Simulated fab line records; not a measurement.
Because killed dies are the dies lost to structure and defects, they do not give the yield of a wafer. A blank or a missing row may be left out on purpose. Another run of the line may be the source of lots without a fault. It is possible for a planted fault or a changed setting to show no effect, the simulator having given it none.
Which of the tools did it? | flow sky130 | 42 wafers from 14 lots sampled at 5 of the route's 708 steps

WHAT THE GAUGES SHOWED, per wafer
SKY_FIELD_ISO_THK_MEAS_23.
lot  | measured    | on           | FIELD_ISO_OXIDATION_01_THK (nm)
L598 | day 2 09:38 | filmMetro-04 | 9.69 9.89 9.96
L599 | day 2 13:50 | filmMetro-04 | 10.24 10.29 10.34
L601 | day 2 23:19 | filmMetro-04 | 10.22 10.08 10.26
L602 | day 3 04:32 | filmMetro-04 | 10.16 10.09 10.18
L603 | day 3 09:49 | filmMetro-04 | 10.04 9.98 9.80
L604 | day 3 15:20 | filmMetro-02 | 9.93 10.06 10.03
L605 | day 3 17:58 | filmMetro-02 | 9.84 9.74 9.81
L612 | day 5 08:01 | filmMetro-04 | 10.08 9.96 10.01
L613 | day 5 14:43 | filmMetro-02 | 9.82 9.72 9.74
L615 | day 6 02:47 | filmMetro-02 | 9.81 9.76 9.74
L617 | day 6 10:00 | filmMetro-04 | 9.96 9.86 9.72
L618 | day 6 18:12 | filmMetro-04 | 9.92 9.90 10.00
L620 | day 7 04:38 | filmMetro-04 | 9.51 9.67 9.68
L621 | day 7 08:41 | filmMetro-02 | 9.62 9.67 9.73

SKY_CONTACT_THK_MEAS_03.
lot  | measured     | on           | CONTACT_HDPCVD_THK (nm)
L598 | day 29 21:16 | filmMetro-04 | 554 567 550
L599 | day 30 11:23 | filmMetro-03 | 576 564 568
L601 | day 31 02:56 | filmMetro-04 | 561 565 565
L602 | day 31 07:14 | filmMetro-02 | 552 552 562
L603 | day 31 16:58 | filmMetro-04 | 571 565 560
L604 | day 33 16:26 | filmMetro-04 | 568 564 575
L605 | day 33 17:43 | filmMetro-02 | 564 565 560
L612 | day 34 14:43 | filmMetro-04 | 320 571 325 319 571 325
L613 | day 35 04:04 | filmMetro-02 | 560 314 558 560 314 558
L615 | day 37 09:40 | filmMetro-04 | 549 567 562
L617 | day 37 15:01 | filmMetro-04 | 556 563 565
L618 | day 37 11:31 | filmMetro-04 | 555 559 571
L620 | day 37 15:37 | filmMetro-04 | 567 572 565
L621 | day 37 16:26 | filmMetro-04 | 558 549 558

WHICH TOOL RAN EACH LOT (tool, then ch and the chambers of the sampled wafers, then the start)
lot  | SKY_FIELD_ISO_ETCH_17          | SKY_FIELD_ISO_CMP_27         | SKY_CONTACT_HDPCVD_02
L598 | rieSi-02 ch 0,2,3, day 2 06:00 | cmp-02 ch 1,2,3, day 2 12:29 | hdpcvd-01 ch 0,2, day 29 21:11
L599 | rieSi-01 ch 1,2,3, day 2 12:19 | cmp-02 ch 1,3, day 2 15:34   | hdpcvd-02 ch 1,2, day 30 11:19
L601 | rieSi-01 ch 0,1,2, day 2 21:19 | cmp-01 ch 0,1,2, day 3 02:00 | hdpcvd-01 ch 0,2, day 31 02:52
L602 | rieSi-02 ch 0,1,3, day 3 02:28 | cmp-01 ch 2,3, day 3 06:47   | hdpcvd-02 ch 0,1,2, day 31 07:10
L603 | rieSi-02 ch 1,3, day 3 07:34   | cmp-01 ch 0,2, day 3 13:29   | hdpcvd-02 ch 1,2, day 31 16:53
L604 | rieSi-02 ch 1,2,3, day 3 12:55 | cmp-01 ch 0,2,3, day 3 17:24 | hdpcvd-02 ch 0,1,2, day 33 16:22
L605 | rieSi-01 ch 0,1, day 3 16:22   | cmp-02 ch 1,2, day 3 20:11   | hdpcvd-02 ch 0,1,2, day 33 17:39
L612 | rieSi-02 ch 0,3, day 5 04:19   | cmp-02 ch 0,1,3, day 5 09:48 | hdpcvd-02 ch 0,1, day 34 14:38
L613 | rieSi-01 ch 0,1, day 5 13:12   | cmp-02 ch 2,3, day 5 19:53   | hdpcvd-02 ch 0,1,2, day 35 04:00
L615 | rieSi-01 ch 0,1,3, day 5 21:42 | cmp-01 ch 0,2,3, day 6 07:20 | hdpcvd-02 ch 0,2, day 37 09:36
L617 | rieSi-02 ch 0,1,2, day 6 07:13 | cmp-01 ch 0,2,3, day 6 12:50 | hdpcvd-01 ch 1,2, day 37 14:56
L618 | rieSi-02 ch 0,1,3, day 6 15:10 | cmp-02 ch 0,2, day 6 20:02   | hdpcvd-02 ch 0,1,2, day 37 11:26
L620 | rieSi-01 ch 0,2,3, day 7 01:25 | cmp-01 ch 1,2,3, day 7 07:31 | hdpcvd-02 ch 0,1, day 37 15:32
L621 | rieSi-02 ch 1,2,3, day 7 06:22 | cmp-01 ch 1,2,3, day 7 11:38 | hdpcvd-02 ch 0,1,2, day 37 16:22
- SKY_FIELD_ISO_ETCH_17: etches Si in HBr/Cl2/O2, target depth 342 nm, time 97.7 s.
- SKY_FIELD_ISO_CMP_27: polishes, stops on Si3N4, t overpolish 16 s, target thk 457.8 nm.
- SKY_CONTACT_HDPCVD_02: deposits SiO2, target thk 565 nm, time 94.2 s.

WHAT THE TOOLS THEMSELVES READ (means of the sampled wafers that have a number; where no wafer has one, the mark that the record gives instead)
SKY_FIELD_ISO_ETCH_17.
lot  | tool     | O2_flow_sccm (sccm) | drypumpMotorCurrentA (A) | heBacksideLeakSccm (sccm) | mfcCl2Sccm (sccm) | oesProductAu (a.u.) | throttleValvePct (%)
L598 | rieSi-02 | 6.002               | 5.88                     | 2.70                      | 40.02             | 0.998               | 25.652
L599 | rieSi-01 | 6.002               | 5.99                     | 2.78                      | 39.90             | 1.004               | 25.656
L601 | rieSi-01 | 5.985               | 6.03                     | 2.76                      | 40.04             | 0.991               | 25.663
L602 | rieSi-02 | 5.985               | 5.96                     | 2.74                      | 40.03             | 0.991               | 25.665
L603 | rieSi-02 | 6.004               | 5.93                     | 2.66                      | 40.10             | 0.992               | 25.668
L604 | rieSi-02 | 6.002               | 5.84                     | 2.62                      | 40.04             | 0.995               | 25.650
L605 | rieSi-01 | 6.020               | 6.20                     | 2.78                      | 40.00             | 0.982               | 25.656
L612 | rieSi-02 | 5.995               | 5.96                     | 2.80                      | 40.07             | 1.006               | 25.657
L613 | rieSi-01 | 6.008               | 6.18                     | 2.56                      | 39.99             | 0.986               | 25.666
L615 | rieSi-01 | 5.988               | 6.11                     | 2.70                      | 39.97             | 0.999               | 25.670
L617 | rieSi-02 | 6.001               | 5.85                     | 2.73                      | 39.99             | 1.006               | 25.654
L618 | rieSi-02 | 5.997               | 5.93                     | 2.79                      | 39.96             | 1.006               | 25.656
L620 | rieSi-01 | 6.007               | 5.96                     | 2.87                      | 40.04             | 1.003               | 25.657
L621 | rieSi-02 | 6.013               | 5.85                     | 3.13                      | 39.91             | 0.997               | 25.658

SKY_FIELD_ISO_CMP_27.
lot  | tool   | edgeZonePressureFrac | headPressurePsi (psi) | motorCurrentA (A) | overpolishRunS (s) | timeToEndpointS (s)
L598 | cmp-02 | 1.000                | 4.001                 | 11.0              | 16.001             | 102
L599 | cmp-02 | 0.999                | 4.003                 | 10.9              | 16.001             | 102
L601 | cmp-01 | 1.004                | 4.004                 | 12.5              | 15.999             | 111
L602 | cmp-01 | 0.997                | 4.009                 | 12.9              | 16.007             | 114
L603 | cmp-01 | 1.003                | 4.003                 | 12.3              | 16.003             | 115
L604 | cmp-01 | 1.002                | 3.996                 | 12.7              | 15.995             | 113
L605 | cmp-02 | 1.007                | 3.998                 | 11.1              | 15.996             | 108
L612 | cmp-02 | 0.996                | 3.993                 | 11.1              | 16.001             | 110
L613 | cmp-02 | 0.996                | 4.004                 | 10.5              | 15.997             | 102
L615 | cmp-01 | 0.998                | 4.005                 | 13.1              | 15.999             | 114
L617 | cmp-01 | 1.000                | 3.989                 | 13.1              | 15.988             | 117
L618 | cmp-02 | 1.001                | 4.003                 | 12.2              | 16.003             | 105
L620 | cmp-01 | 0.999                | 3.994                 | 12.7              | 16.004             | 110
L621 | cmp-01 | 1.001                | 3.996                 | 12.7              | 15.992             | 108

THE ANSWER, worked out from the rows above alone
Rule: the usual values come from the lots themselves. The widest of any qualifying gaps counts: lots, ordered by their means at a reading, are off when they make up no more than a third of the lots, leave a main group of 4 or more, and stand apart from it by 3 or more times the standard deviation of that group's means. A main group is skipped when, at the precision printed for the reading in the tables above, its means are all equal. Also off: a lot with no number at a reading for which 4 or more lots have one. The other lots that the step has rows for count as sound. Order of review: gauges by route order, followed by the tools' own readings, for which a lot's mean as printed above is used. At the first step where some lot is off, the reading lying furthest off is the one used; lots without a number count as furthest.
Off: at SKY_CONTACT_THK_MEAS_03 (CONTACT_HDPCVD_THK), L612, L613. Main group: mean 562 nm, sd 4.8.
If a tool, at a process step before that reading, ran all the lots that are off and no sound lot after the first of them, it fits. The gauges at SKY_CONTACT_THK_MEAS_03 are tried like those tools. Of those tried, none fits.

WHAT HAD BEEN PUT IN BY THE SIMULATOR
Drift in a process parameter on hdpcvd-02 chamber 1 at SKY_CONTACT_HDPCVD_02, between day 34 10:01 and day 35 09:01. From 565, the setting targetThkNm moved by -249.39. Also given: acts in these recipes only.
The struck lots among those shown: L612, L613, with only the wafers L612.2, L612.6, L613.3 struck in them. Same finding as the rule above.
